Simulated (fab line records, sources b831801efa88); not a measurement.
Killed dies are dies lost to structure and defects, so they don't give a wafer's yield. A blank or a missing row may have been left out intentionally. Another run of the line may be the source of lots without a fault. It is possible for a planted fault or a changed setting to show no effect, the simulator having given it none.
A lot that was struck, set against a sound lot :: flow sky130 :: 14 steps out of a route of 708
Sound: wafers L631.1, L631.4, L631.5. The struck wafers were L621.1, L621.2, L621.6. The cause is named last.
For every step that has rows: the tool of each side, followed by ch and its chambers, followed by its first start. Under that, the readings that differ: sound wafers :: struck wafers :: difference of the means :: sigmas: that difference in standard deviations of wafers without a fault.
alike: readings with means less than 2 such deviations apart, plus words and numbers identical on both sides. not compared: withheld readings, readings lacking a value on some wafer, bounds such as >300 that could conceal the same value, and numbers that have no deviation in the record and whose values overlap.
Wherever a step has rows on one side only, a row that says differs or no value, or a row with sigmas, the two part there. Numbers that have no deviation but don't overlap get no sigmas and don't part them. Lack of a reading on every wafer of one side parts them only where that side has two or more wafers.

first, 2 steps without rows for these wafers: SKY_VT_ADJUST_PCH_PEB_05; SKY_VT_ADJUST_PCH_DEVELOP_06 (develop time 60 s).
SKY_VT_ADJUST_PCH_OVL_MEAS_07:
  sound: overlay-02 at day 17 04:53; struck: overlay-01 at day 13 00:38
  alike: VT_ADJUST_PCH_OVL
following that, these wafers have no rows for 1 step: SKY_VT_ADJUST_PCH_IMPLANT_08.
SKY_VT_ADJUST_PCH_STRIP_09: strips in O2/N2.
  sound on plasma asher-04 ch 0,1, day 17 05:40; struck on plasma asher-01 ch 0,1, day 13 00:50
  alike: drypump motor current A, oes product au, strip time to endpoint s
  not compared: rf hours counter h
SKY_VT_ADJUST_PCH_TW_MEAS_10:
  sound: film metro-03 at day 17 05:46; struck: film metro-02 at day 13 00:56
  alike: VT_ADJUST_PCH_TW
then, 6 steps without rows for these wafers: SKY_SONOS_TUNNEL_DEHYDRATE_00 (time 60 s); SKY_SONOS_TUNNEL_HMDS_01 (prime time 60 s); SKY_SONOS_TUNNEL_COAT_02 (resist thk 1140 nm); SKY_SONOS_TUNNEL_SOFTBAKE_03 (time 60 s); SKY_SONOS_TUNNEL_EXPOSE_04 (exposes mask TUNM, target cd 410 nm); SKY_SONOS_TUNNEL_PEB_05.
SKY_SONOS_TUNNEL_DEVELOP_06: develop time 60 s.
  struck on litho track-02, day 14 03:05; sound on litho track-03 ch 0, day 18 12:28
  no value came back on the struck wafers for chill plate temp C (C), develop time s (s); on the sound wafers chill plate temp C (C) reads 23.08 23.10 23.03
SKY_SONOS_TUNNEL_CD_MEAS_07 targets a cd of 410 nm.
  sound: cd sem-01 at day 18 12:37; struck: cd sem-02 at day 14 03:14
reading: cd nm (nm)
sound: 407.9 408.0 407.5
struck: - - -
difference: no value on the struck wafers
sigmas: 

WHERE THEY PART
First at SKY_SONOS_TUNNEL_DEVELOP_06; last, within this record, at SKY_SONOS_TUNNEL_CD_MEAS_07.

WHY: whatever the simulator had introduced
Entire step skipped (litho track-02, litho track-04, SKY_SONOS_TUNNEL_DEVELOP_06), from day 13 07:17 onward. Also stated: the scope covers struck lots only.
